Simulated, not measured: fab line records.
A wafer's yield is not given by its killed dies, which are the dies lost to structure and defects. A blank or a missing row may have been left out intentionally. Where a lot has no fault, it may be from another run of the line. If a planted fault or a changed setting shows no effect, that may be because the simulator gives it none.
fab line records	flow sky130
record lots=24	wafers=72	lastDay=50
route steps=708 shown NWELL@81 LOCAL_INTERCONNECT@402 CONTACT@407 METAL1@435 VIA1@471
lots that met no fault: from a run of the same line without faults
startH: hours from the record's opening day to when the first of the lot's shown wafers began	waitH: hours from the lot's prior step to this one	" identical to the entry in the row above	L1.1+2: a row that stands for several wafers	- no value, or no start given	* or withheld: withheld	< > ~ a bound
route shown NAME@n: names a module that has steps shown in the file, with the first one's number in the route	usual: mean/standard deviation taken from wafers without a fault	same: alike in all rows	chamber/n: place in a boat	sites: readings site by site	_std_site: the standard deviation of these	_edge_site: the outer-site mean with the inner-site mean subtracted	radiusMm: for every site, how far away it sits from the centre of the wafer	mask NAME#n: copy n	behind: tool/chamber where the wafer was last shaped	hold: reason for holding the lot/hours on hold/outcome of the hold	device: which transistor (n, p or np) failed to switch	end of line: tests of these same wafers at the route's end	a step with no rows: only its recipe	killed: the dies lost at the first sort to structure and to defects; this is not the yield of the wafer	map: the dies of a wafer, with x for killed, . for not killed, _ for no die there
set.NAME: the run value of the setting; set.NAME@STEP: its run value at that earlier step	model.NAME: the simulator's own value behind a step, which no gauge read
steps of the route over a sample of lots; a table a step, a row a wafer
services: a tool's chamber out of use, with start hour (startH, from the record's first day; less than 0 if before it), hours out, and reason
## steps
# step SKY_NWELL_RTA_28
# recipe tempC=1050	timeS=30	idleTempC=650	rampUpCPerS=150	rampDownCPerS=90	ambient=N2
# usual lampPowerPct=25.30/0.054	wafer_temp_C_max=1054.8/0.87
lot.wafer	tool	chamber	startH	waitH	lampPowerPct	wafer_temp_C_max
L074.1	rtpAnneal-01	0	100.49	0.0	25.31	1053.4
L074.2	"	0	"	"	25.34	1055.3
L074.4	"	0	"	"	25.31	1054.7
L075.2	rtpAnneal-02	0	107.06	0.0	25.25	1053.8
L075.4	"	0	"	"	25.40	1054.2
L075.5	"	0	"	"	25.27	1054.5
L076.1	rtpAnneal-02	0	123.09	0.0	25.31	1054.1
L076.5	"	0	"	"	25.30	1053.3
L076.6	"	0	"	"	25.34	1054.8
L077.4	rtpAnneal-01	0	132.64	0.1	25.27	1055.4
L077.5	"	0	"	"	25.33	1053.2
L077.6	"	0	"	"	25.32	1054.1
L078.1	rtpAnneal-02	0	152.83	0.0	25.27	1054.2
L078.4	"	0	"	"	25.25	1054.1
L078.6	"	0	"	"	25.25	1054.7
L079.1	rtpAnneal-01	0	153.35	0.0	25.21	1055.1
L079.3	"	0	"	"	25.25	1056.3
L079.6	"	0	"	"	25.34	1054.1
L080.1	rtpAnneal-02	0	162.29	0.0	25.29	1054.1
L080.4	"	0	"	"	25.30	1055.9
L080.6	"	0	"	"	25.46	1054.3
L082.2	rtpAnneal-01	0	162.66	0.0	25.31	1055.5
L082.5	"	0	"	"	25.34	1054.4
L082.6	"	0	"	"	25.26	1055.2
L081.2	rtpAnneal-02	0	162.90	0.0	25.30	1055.1
L081.3	"	0	"	"	25.34	1054.3
L081.5	"	0	"	"	25.23	1053.8
L084.1	rtpAnneal-01	0	165.85	0.0	25.32	1054.1
L084.3	"	0	"	"	25.32	1053.8
L084.4	"	0	"	"	25.32	1057.2
L083.1	rtpAnneal-02	0	166.29	0.0	25.27	1053.7
L083.2	"	0	"	"	25.32	1054.8
L083.5	"	0	"	"	25.33	1054.3
L085.4	rtpAnneal-01	0	171.69	0.1	25.27	1055.4
L085.5	"	0	"	"	25.28	1054.1
L085.6	"	0	"	"	25.19	1055.1
L086.1	rtpAnneal-01	0	186.08	0.0	25.24	1054.0
L086.2	"	0	"	"	25.29	1054.3
L086.3	"	0	"	"	25.38	1054.2
L087.2	rtpAnneal-02	0	186.96	0.0	25.34	1054.2
L087.3	"	0	"	"	25.31	1054.0
L087.5	"	0	"	"	25.23	1053.7
L089.1	rtpAnneal-01	0	209.83	0.0	25.30	1055.3
L089.5	"	0	"	"	25.32	1054.3
L089.6	"	0	"	"	25.47	1055.0
L090.1	rtpAnneal-02	0	210.48	0.0	25.27	1055.1
L090.2	"	0	"	"	25.30	1054.3
L090.3	"	0	"	"	25.25	1054.5
L088.2	rtpAnneal-01	0	212.35	0.0	25.31	1054.6
L088.3	"	0	"	"	25.19	1054.8
L088.6	"	0	"	"	25.24	1054.0
L092.2	rtpAnneal-01	0	225.60	0.0	25.36	1056.6
L092.3	"	0	"	"	25.29	1054.4
L092.4	"	0	"	"	25.32	1055.2
L091.1	rtpAnneal-02	0	226.39	0.0	25.38	1053.5
L091.3	"	0	"	"	25.29	1054.8
L091.6	"	0	"	"	25.32	1055.4
L093.2	rtpAnneal-01	0	231.60	0.0	25.27	1055.0
L093.4	"	0	"	"	25.31	1054.8
L093.6	"	0	"	"	25.26	1054.0
L094.1	rtpAnneal-02	0	231.74	0.0	25.19	1056.6
L094.3	"	0	"	"	25.28	1055.6
L094.5	"	0	"	"	25.34	1054.3
L095.3	rtpAnneal-01	0	237.48	0.0	25.30	1056.6
L095.4	"	0	"	"	25.39	1053.1
L095.5	"	0	"	"	25.26	1055.1
L096.2	rtpAnneal-02	0	239.85	0.0	25.26	1054.2
L096.4	"	0	"	"	25.33	1055.8
L096.5	"	0	"	"	25.24	1054.9
L097.1	rtpAnneal-02	0	247.05	0.0	25.27	1055.1
L097.3	"	0	"	"	25.30	1054.0
L097.6	"	0	"	"	25.28	1053.9
# step SKY_LOCAL_INTERCONNECT_STRIP_15
# recipe chemistry=O2/N2	powerW=1400	pressureMtorr=1500	platenTempC=withheld	o2FlowSccm=3000	n2FlowSccm=300	overashFraction=0.5
# usual drypumpMotorCurrentA=5.8/0.44	oesProductAu=0.427/0.0047	stripTimeToEndpointS=4.711/0.02
lot.wafer	tool	chamber	startH	waitH	drypumpMotorCurrentA	oesProductAu	rfHoursCounterH	stripTimeToEndpointS
L074.1	plasmaAsher-04	0	693.68	0.0	5.9	0.425	56	4.680
L074.2	"	1	"	"	5.7	0.427	56	4.727
L074.4	"	0	"	"	5.9	0.433	-	4.731
L075.2	plasmaAsher-03	1	696.01	0.0	6.2	0.429	26	4.685
L075.4	"	1	"	"	6.2	0.432	-	4.714
L075.5	"	0	"	"	5.8	0.429	-	4.717
L076.1	plasmaAsher-03	1	723.48	0.0	6.2	0.438	29	4.700
L076.5	"	0	"	"	5.8	0.418	-	4.736
L076.6	"	1	"	"	6.2	0.427	-	4.686
L077.4	plasmaAsher-02	0	737.15	0.1	6.1	0.426	-	4.738
L077.5	"	1	"	"	4.8	0.418	-	4.699
L077.6	"	0	"	"	6.1	0.425	-	4.706
L078.1	plasmaAsher-03	0	769.81	0.0	5.8	0.436	34	4.737
L078.4	"	1	"	"	6.2	0.433	-	4.743
L078.6	"	0	"	"	5.8	0.433	-	4.740
L079.1	plasmaAsher-02	0	771.66	0.0	6.1	0.417	96	4.695
L079.3	"	0	"	"	6.1	0.423	-	4.692
L079.6	"	1	"	"	4.8	0.424	-	4.712
L080.1	plasmaAsher-02	1	780.36	0.0	4.7	0.424	96	4.664
L080.4	"	1	"	"	4.8	0.421	-	4.707
L080.6	"	0	"	"	6.1	0.420	-	4.715
L082.2	plasmaAsher-04	0	786.11	0.0	5.9	0.435	66	4.741
L082.5	"	0	"	"	5.9	0.427	-	4.735
L082.6	"	1	"	"	5.7	0.439	-	4.746
L081.2	plasmaAsher-04	0	788.08	0.1	5.8	0.429	66	4.722
L081.3	"	0	"	"	5.8	0.424	-	4.718
L081.5	"	1	"	"	5.8	0.423	-	4.721
L083.1	plasmaAsher-02	1	790.26	0.0	4.8	0.435	98	4.718
L083.2	"	0	"	"	6.1	0.433	98	4.708
L083.5	"	1	"	"	4.8	0.430	-	4.709
L084.1	plasmaAsher-04	1	790.61	0.0	5.7	0.428	66	4.711
L084.3	"	1	"	"	5.7	0.427	-	4.705
L084.4	"	0	"	"	5.9	0.432	-	4.692
L085.4	plasmaAsher-04	0	791.41	0.1	5.9	0.420	-	4.714
L085.5	"	1	"	"	5.7	0.428	-	4.716
L085.6	"	0	"	"	5.9	0.427	-	4.717
L087.2	plasmaAsher-03	0	817.68	0.0	5.8	0.425	39	4.703
L087.3	"	0	"	"	5.8	0.432	-	4.711
L087.5	"	1	"	"	6.2	0.428	-	4.709
L086.1	plasmaAsher-02	1	820.21	0.0	4.8	0.420	100	4.725
L086.2	"	0	"	"	6.1	0.431	100	4.736
L086.3	"	0	"	"	6.1	0.426	-	4.719
L090.1	plasmaAsher-04	1	842.36	0.0	5.7	0.433	71	4.707
L090.2	"	0	"	"	5.9	0.427	71	4.703
L090.3	"	0	"	"	5.8	0.432	-	4.713
L088.2	plasmaAsher-03	0	844.53	0.0	5.8	0.436	41	4.697
L088.3	"	1	"	"	6.2	0.417	-	4.719
L088.6	"	1	"	"	6.2	0.428	-	4.701
L089.1	plasmaAsher-04	0	844.82	0.0	5.8	0.427	72	4.722
L089.5	"	1	"	"	5.7	0.428	-	4.729
L089.6	"	0	"	"	5.9	0.430	-	4.736
L092.2	plasmaAsher-03	1	854.86	0.0	6.1	0.424	43	4.702
L092.3	"	1	"	"	6.2	0.422	-	4.688
L092.4	"	0	"	"	5.8	0.425	-	4.677
L091.1	plasmaAsher-03	1	855.91	0.0	6.2	0.422	43	4.725
L091.3	"	0	"	"	5.8	0.424	-	4.727
L091.6	"	1	"	"	6.2	0.427	-	4.716
L093.2	plasmaAsher-02	0	864.02	0.0	6.1	0.433	102	4.718
L093.4	"	1	"	"	4.7	0.423	-	4.668
L093.6	"	1	"	"	4.8	0.433	-	4.704
L094.1	plasmaAsher-03	0	864.94	0.1	5.8	0.430	44	4.712
L094.3	"	0	"	"	5.8	0.425	-	4.752
L094.5	"	1	"	"	6.2	0.433	-	4.734
L096.2	plasmaAsher-02	0	874.33	0.0	6.1	0.424	103	4.690
L096.4	"	0	"	"	6.1	0.439	-	4.719
L096.5	"	0	"	"	6.1	0.431	-	4.704
L095.3	plasmaAsher-04	1	878.96	0.1	5.7	0.436	-	4.725
L095.4	"	0	"	"	5.8	0.439	-	4.733
L095.5	"	0	"	"	5.9	0.423	-	4.722
L097.1	plasmaAsher-04	1	883.13	0.0	5.7	0.426	76	4.676
L097.3	"	0	"	"	5.8	0.428	-	4.687
L097.6	"	0	"	"	5.9	0.425	-	4.705
# step SKY_CONTACT_THK_MEAS_01
# recipe reads=Si3N4_of_CONTACT_CVD_00
# usual CONTACT_CVD_00_THK=74.9/1.1
lot.wafer	tool	chamber	startH	waitH	CONTACT_CVD_00_THK[nm]
L074.1	filmMetro-03	-	694.30	-	73.9
L074.2	"	-	"	"	75.7
L074.4	"	-	"	"	75.9
L075.2	filmMetro-04	-	696.65	-	74.2
L075.4	"	-	"	"	75.6
L075.5	"	-	"	"	74.6
L076.1	filmMetro-04	-	724.14	-	73.5
L076.5	"	-	"	"	74.4
L076.6	"	-	"	"	73.1
L077.4	filmMetro-02	-	737.77	-	73.8
L077.5	"	-	"	"	74.9
L077.6	"	-	"	"	74.5
L078.1	filmMetro-04	-	770.44	-	75.5
L078.4	"	-	"	"	76.5
L078.6	"	-	"	"	76.9
L079.1	filmMetro-03	-	772.29	-	73.6
L079.3	"	-	"	"	74.2
L079.6	"	-	"	"	74.8
L080.1	filmMetro-02	-	781.00	-	74.9
L080.4	"	-	"	"	75.3
L080.6	"	-	"	"	75.4
L082.2	filmMetro-04	-	786.75	-	72.8
L082.5	"	-	"	"	77.1
L082.6	"	-	"	"	76.9
L081.2	filmMetro-04	-	788.75	-	73.7
L081.3	"	-	"	"	74.4
L081.5	"	-	"	"	75.3
L083.1	filmMetro-03	-	790.89	-	74.4
L083.2	"	-	"	"	75.5
L083.5	"	-	"	"	76.1
L084.1	filmMetro-03	-	791.24	-	73.3
L084.3	"	-	"	"	74.1
L084.4	"	-	"	"	74.2
L085.4	filmMetro-03	-	792.03	-	76.0
L085.5	"	-	"	"	75.0
L085.6	"	-	"	"	74.4
L087.2	filmMetro-03	-	818.31	-	74.9
L087.3	"	-	"	"	76.4
L087.5	"	-	"	"	76.1
L086.1	filmMetro-03	-	820.85	-	74.4
L086.2	"	-	"	"	74.4
L086.3	"	-	"	"	75.3
L090.1	filmMetro-04	-	842.99	-	74.0
L090.2	"	-	"	"	73.9
L090.3	"	-	"	"	74.7
L088.2	filmMetro-02	-	845.22	-	74.3
L088.3	"	-	"	"	76.4
L088.6	"	-	"	"	75.9
L089.1	filmMetro-02	-	845.48	-	74.4
L089.5	"	-	"	"	73.9
L089.6	"	-	"	"	75.3
L092.2	filmMetro-04	-	855.90	-	74.8
L092.3	"	-	"	"	75.9
L092.4	"	-	"	"	75.9
L091.1	filmMetro-03	-	856.94	-	74.3
L091.3	"	-	"	"	76.6
L091.6	"	-	"	"	75.8
L093.2	filmMetro-03	-	864.65	-	73.3
L093.4	"	-	"	"	75.0
L093.6	"	-	"	"	75.3
L094.1	filmMetro-03	-	865.57	-	74.2
L094.3	"	-	"	"	73.8
L094.5	"	-	"	"	75.9
L096.2	filmMetro-02	-	874.97	-	75.9
L096.4	"	-	"	"	76.3
L096.5	"	-	"	"	77.2
L095.3	filmMetro-03	-	879.93	-	74.9
L095.4	"	-	"	"	76.6
L095.5	"	-	"	"	76.6
L097.1	filmMetro-03	-	883.99	-	74.4
L097.3	"	-	"	"	74.1
L097.6	"	-	"	"	75.2
# step SKY_METAL1_SPUTTER_01
# recipe material=TiN	targetThkNm=20	powerW=6500	timeS=16.7	chamberPressurePa=0.4
# usual throttleValvePct=30.0/0.91
lot.wafer	tool	chamber	startH	waitH	throttleValvePct
L074.1	pvdSputter-02	-	724.40	0.0	29.9
L074.2	"	-	"	"	29.8
L074.4	"	-	"	"	30.9
L075.2	pvdSputter-01	-	725.93	0.0	30.6
L075.4	"	-	"	"	29.3
L075.5	"	-	"	"	30.8
L076.1	pvdSputter-04	-	752.79	0.0	30.1
L076.5	"	-	"	"	30.1
L076.6	"	-	"	"	31.5
L077.4	pvdSputter-02	-	766.73	0.0	31.0
L077.5	"	-	"	"	31.0
L077.6	"	-	"	"	30.0
L078.1	pvdSputter-04	-	799.49	0.0	29.8
L078.4	"	-	"	"	29.9
L078.6	"	-	"	"	29.9
L079.1	pvdSputter-02	-	800.95	0.0	29.4
L079.3	"	-	"	"	28.7
L079.6	"	-	"	"	29.6
L080.1	pvdSputter-02	-	809.35	0.0	31.1
L080.4	"	-	"	"	29.8
L080.6	"	-	"	"	29.4
L082.2	pvdSputter-01	-	815.87	0.0	28.0
L082.5	"	-	"	"	30.6
L082.6	"	-	"	"	28.3
L081.2	pvdSputter-04	-	818.31	0.0	30.1
L081.3	"	-	"	"	29.9
L081.5	"	-	"	"	30.0
L083.1	pvdSputter-02	-	819.73	0.0	30.0
L083.2	"	-	"	"	28.9
L083.5	"	-	"	"	29.5
L084.1	pvdSputter-01	-	820.35	0.0	30.8
L084.3	"	-	"	"	30.2
L084.4	"	-	"	"	29.4
L085.4	pvdSputter-04	-	820.65	0.0	29.9
L085.5	"	-	"	"	30.0
L085.6	"	-	"	"	29.9
L087.2	pvdSputter-04	-	846.98	0.0	30.1
L087.3	"	-	"	"	30.0
L087.5	"	-	"	"	29.9
L086.1	pvdSputter-02	-	849.64	0.0	28.7
L086.2	"	-	"	"	30.1
L086.3	"	-	"	"	31.1
L090.1	pvdSputter-04	-	870.50	0.0	30.2
L090.2	"	-	"	"	31.2
L090.3	"	-	"	"	30.1
L088.2	pvdSputter-01	-	873.50	0.0	28.1
L088.3	"	-	"	"	29.2
L088.6	"	-	"	"	30.5
L089.1	pvdSputter-04	-	873.54	0.0	30.1
L089.5	"	-	"	"	31.6
L089.6	"	-	"	"	30.1
L092.2	pvdSputter-01	-	884.50	0.0	30.8
L092.3	"	-	"	"	29.2
L092.4	"	-	"	"	30.1
L091.1	pvdSputter-04	-	885.70	0.0	30.0
L091.3	"	-	"	"	31.6
L091.6	"	-	"	"	29.8
L093.2	pvdSputter-01	-	892.40	0.0	29.3
L093.4	"	-	"	"	31.0
L093.6	"	-	"	"	30.9
L094.1	pvdSputter-02	-	894.30	0.0	30.9
L094.3	"	-	"	"	29.8
L094.5	"	-	"	"	29.5
L096.2	pvdSputter-02	-	902.98	0.0	28.7
L096.4	"	-	"	"	29.7
L096.5	"	-	"	"	29.0
L095.3	pvdSputter-04	-	907.84	0.0	31.6
L095.4	"	-	"	"	29.7
L095.5	"	-	"	"	30.0
L097.1	pvdSputter-02	-	911.50	0.0	29.7
L097.3	"	-	"	"	30.6
L097.6	"	-	"	"	30.8
# step SKY_METAL1_ETCH_18
# recipe chemistry=N2/H2	target=BARC	ionEnergyEv=200	biasW=100	pressureMtorr=30	n2FlowSccm=100	h2FlowSccm=200	icpW=500	stopOn=SiO2	timeS=45.9	targetDepthA=600
# usual biasW=100.0/0.31	drypumpMotorCurrentA=5.9/0.48	oesProductAu=0.853/0.0049	throttleValvePct=13.227/0.01
lot.wafer	tool	chamber	startH	waitH	biasW	drypumpMotorCurrentA	oesProductAu	rfHoursCounterH	throttleValvePct
L074.1	rieMetal-02	0	751.68	0.0	99.4	5.5	0.862	4	13.235
L074.2	"	1	"	"	99.7	6.2	0.851	12	13.233
L074.4	"	0	"	"	99.6	5.5	0.850	-	13.215
L075.2	rieMetal-04	0	753.93	0.0	99.3	5.1	0.849	6	13.238
L075.4	"	1	"	"	100.3	6.2	0.851	-	13.224
L075.5	"	0	"	"	99.5	5.1	0.844	-	13.237
L076.1	rieMetal-03	0	779.24	0.0	100.3	6.5	0.851	1	13.220
L076.5	"	1	"	"	100.2	6.0	0.853	-	13.228
L076.6	"	0	"	"	100.2	6.5	0.857	-	13.221
L077.4	rieMetal-04	0	793.50	0.0	100.0	5.1	0.850	-	13.212
L077.5	"	1	"	"	100.1	6.2	0.853	-	13.206
L077.6	"	0	"	"	100.1	5.1	0.850	-	13.241
L078.1	rieMetal-02	0	826.23	0.0	99.7	5.5	0.858	6	13.236
L078.4	"	0	"	"	100.2	5.5	0.848	-	13.229
L078.6	"	1	"	"	100.3	6.2	0.855	-	13.244
L079.1	rieMetal-04	1	827.47	0.0	100.3	6.2	0.858	14	13.221
L079.3	"	0	"	"	100.0	5.1	0.860	-	13.230
L079.6	"	0	"	"	100.4	5.1	0.859	-	13.226
L080.1	rieMetal-03	0	835.88	0.0	99.7	6.5	0.858	2	13.221
L080.4	"	1	"	"	99.9	6.0	0.843	-	13.219
L080.6	"	0	"	"	100.1	6.4	0.849	-	13.217
L082.2	rieMetal-02	1	842.68	0.0	99.1	6.2	0.855	15	13.235
L082.5	"	0	"	"	100.2	5.5	0.851	-	13.218
L082.6	"	1	"	"	99.8	6.2	0.852	-	13.218
L081.2	rieMetal-03	1	844.85	0.0	99.8	6.0	0.848	16	13.224
L081.3	"	1	"	"	100.3	6.0	0.855	-	13.232
L081.5	"	0	"	"	100.1	6.5	0.870	-	13.223
L083.1	rieMetal-04	0	845.92	0.0	100.0	5.1	0.853	9	13.228
L083.2	"	1	"	"	100.0	6.2	0.851	15	13.227
L083.5	"	0	"	"	99.8	5.1	0.856	-	13.234
L084.1	rieMetal-02	0	847.08	0.0	100.1	5.5	0.858	7	13.223
L084.3	"	0	"	"	100.1	5.5	0.852	-	13.228
L084.4	"	1	"	"	100.0	6.2	0.845	-	13.211
L085.4	rieMetal-03	0	847.75	0.0	100.1	6.5	0.853	-	13.210
L085.5	"	0	"	"	100.0	6.5	0.859	-	13.241
L085.6	"	1	"	"	100.2	6.0	0.853	-	13.248
L087.2	rieMetal-02	0	873.44	0.1	99.4	5.6	0.851	-	13.232
L087.3	"	0	"	"	99.1	5.5	0.849	-	13.229
L087.5	"	0	"	"	99.4	5.5	0.849	-	13.234
L086.1	rieMetal-03	0	876.27	0.0	100.1	6.5	0.847	5	13.219
L086.2	"	1	"	"	100.0	6.0	0.860	0	13.196
L086.3	"	1	"	"	99.8	6.0	0.848	-	13.216
L090.1	rieMetal-03	1	896.59	0.0	100.1	6.0	0.848	1	13.205
L090.2	"	0	"	"	100.2	6.5	0.858	5	13.243
L090.3	"	1	"	"	100.3	6.0	0.858	-	13.232
L088.2	rieMetal-02	0	899.07	0.0	99.9	5.5	0.855	10	13.234
L088.3	"	0	"	"	99.7	5.5	0.851	-	13.227
L088.6	"	1	"	"	100.2	6.2	0.844	-	13.225
L089.1	rieMetal-04	0	899.98	0.0	100.4	5.1	0.855	12	13.216
L089.5	"	1	"	"	100.7	6.2	0.849	-	13.212
L089.6	"	0	"	"	100.2	5.1	0.851	-	13.218
L092.2	rieMetal-04	0	910.52	0.1	99.5	5.1	0.856	-	13.228
L092.3	"	0	"	"	99.5	5.0	0.865	-	13.227
L092.4	"	0	"	"	99.6	5.1	0.853	-	13.218
L091.1	rieMetal-03	0	911.13	0.0	99.4	6.5	0.852	6	13.220
L091.3	"	1	"	"	100.2	6.0	0.852	-	13.217
L091.6	"	0	"	"	99.9	6.5	0.859	-	13.210
L093.2	rieMetal-02	0	917.53	0.0	100.1	5.5	0.865	10	13.238
L093.4	"	0	"	"	100.3	5.5	0.847	-	13.234
L093.6	"	0	"	"	100.3	5.6	0.848	-	13.218
L094.1	rieMetal-03	1	920.07	0.0	99.6	6.0	0.862	2	13.228
L094.3	"	0	"	"	99.7	6.5	0.849	-	13.232
L094.5	"	0	"	"	99.6	6.5	0.850	-	13.225
L096.2	rieMetal-02	1	928.32	0.0	99.6	6.2	0.852	1	13.228
L096.4	"	0	"	"	100.4	5.5	0.854	-	13.233
L096.5	"	1	"	"	99.9	6.2	0.850	-	13.220
L095.3	rieMetal-03	1	932.54	0.0	100.1	6.0	0.856	-	13.224
L095.4	"	0	"	"	100.2	6.5	0.849	-	13.225
L095.5	"	1	"	"	100.2	6.0	0.852	-	13.230
L097.1	rieMetal-04	0	936.22	0.0	100.2	5.1	0.860	14	13.232
L097.3	"	0	"	"	100.3	5.1	0.848	-	13.216
L097.6	"	0	"	"	100.5	5.0	0.860	-	13.239
# step SKY_VIA1_OVL_MEAS_13
# usual VIA1_OVL=-4/5.4
lot.wafer	tool	chamber	startH	waitH	VIA1_OVL[nm]
L074.1	overlay-02	-	779.26	0.1	3
L074.2	"	-	"	"	-1
L074.4	"	-	"	"	-2
L075.2	overlay-02	-	781.41	0.1	-12
L075.4	"	-	"	"	-11
L075.5	"	-	"	"	-4
L076.1	overlay-02	-	807.40	0.1	-11
L076.5	"	-	"	"	-9
L076.6	"	-	"	"	-12
L077.4	overlay-02	-	821.38	0.1	-5
L077.5	"	-	"	"	-5
L077.6	"	-	"	"	-7
L078.1	overlay-01	-	854.41	0.1	0
L078.4	"	-	"	"	-2
L078.6	"	-	"	"	-6
L079.1	overlay-01	-	855.41	0.1	-15
L079.3	"	-	"	"	-19
L079.6	"	-	"	"	-17
L080.1	overlay-01	-	863.20	0.1	-9
L080.4	"	-	"	"	-4
L080.6	"	-	"	"	-4
L082.2	overlay-01	-	871.12	0.1	-3
L082.5	"	-	"	"	-3
L082.6	"	-	"	"	-9
L081.2	overlay-01	-	872.62	0.1	-2
L081.3	"	-	"	"	-4
L081.5	"	-	"	"	-2
L083.1	overlay-01	-	872.96	0.1	-3
L083.2	"	-	"	"	2
L083.5	"	-	"	"	4
L084.1	overlay-01	-	874.46	0.1	-1
L084.3	"	-	"	"	-9
L084.4	"	-	"	"	-6
L085.4	overlay-01	-	875.57	0.1	-10
L085.5	"	-	"	"	-4
L085.6	"	-	"	"	-7
L087.2	overlay-02	-	900.62	0.1	-2
L087.3	"	-	"	"	-4
L087.5	"	-	"	"	-8
L086.1	overlay-02	-	903.86	0.1	-4
L086.2	"	-	"	"	-6
L086.3	"	-	"	"	-3
L090.1	overlay-02	-	922.96	0.1	1
L090.2	"	-	"	"	9
L090.3	"	-	"	"	8
L088.2	overlay-02	-	925.31	0.1	-3
L088.3	"	-	"	"	-7
L088.6	"	-	"	"	-1
L089.1	overlay-01	-	926.46	0.1	0
L089.5	"	-	"	"	-4
L089.6	"	-	"	"	1
L092.2	overlay-02	-	936.52	0.1	-8
L092.3	"	-	"	"	0
L092.4	"	-	"	"	-4
L091.1	overlay-01	-	936.87	0.1	-7
L091.3	"	-	"	"	-6
L091.6	"	-	"	"	-10
L093.2	overlay-01	-	942.87	0.1	3
L093.4	"	-	"	"	2
L093.6	"	-	"	"	-6
L094.1	overlay-02	-	945.37	0.1	-2
L094.3	"	-	"	"	-2
L094.5	"	-	"	"	4
L096.2	overlay-01	-	953.42	0.1	-2
L096.4	"	-	"	"	2
L096.5	"	-	"	"	3
L095.3	overlay-01	-	958.67	0.1	-7
L095.4	"	-	"	"	-5
L095.5	"	-	"	"	-6
L097.1	overlay-01	-	961.82	0.1	-4
L097.3	"	-	"	"	6
L097.6	"	-	"	"	-3
## services
tool	chamber	startH	hours	kind
rtpAnneal-02	-	87.00	3.4	pm
pvdSputter-04	-	87.27	1.2	repair
plasmaAsher-04	-	108.75	9.0	pm
rieMetal-03	-	110.09	1.1	repair
pvdSputter-04	-	143.97	0.5	repair
pvdSputter-04	-	172.12	1.1	repair
pvdSputter-04	-	176.62	2.2	repair
pvdSputter-02	-	178.54	5.0	repair
pvdSputter-02	-	187.08	1.4	repair
pvdSputter-04	-	243.32	5.3	repair
pvdSputter-02	-	245.99	12.1	repair
pvdSputter-02	-	254.14	5.1	repair
rieMetal-03	0	338.17	19.5	repair
pvdSputter-04	-	446.07	0.7	repair
plasmaAsher-04	-	469.09	1.9	repair
pvdSputter-02	-	469.70	4.4	repair
pvdSputter-02	-	474.26	5.0	repair
rtpAnneal-02	-	479.72	91.5	pm
pvdSputter-02	-	497.69	1.9	repair
pvdSputter-02	-	499.47	9.9	repair
pvdSputter-04	-	563.85	2.1	repair
rtpAnneal-01	-	571.21	3.3	pm
plasmaAsher-04	-	582.39	2.9	repair
rtpAnneal-02	-	824.00	2.8	pm
## key
fault none
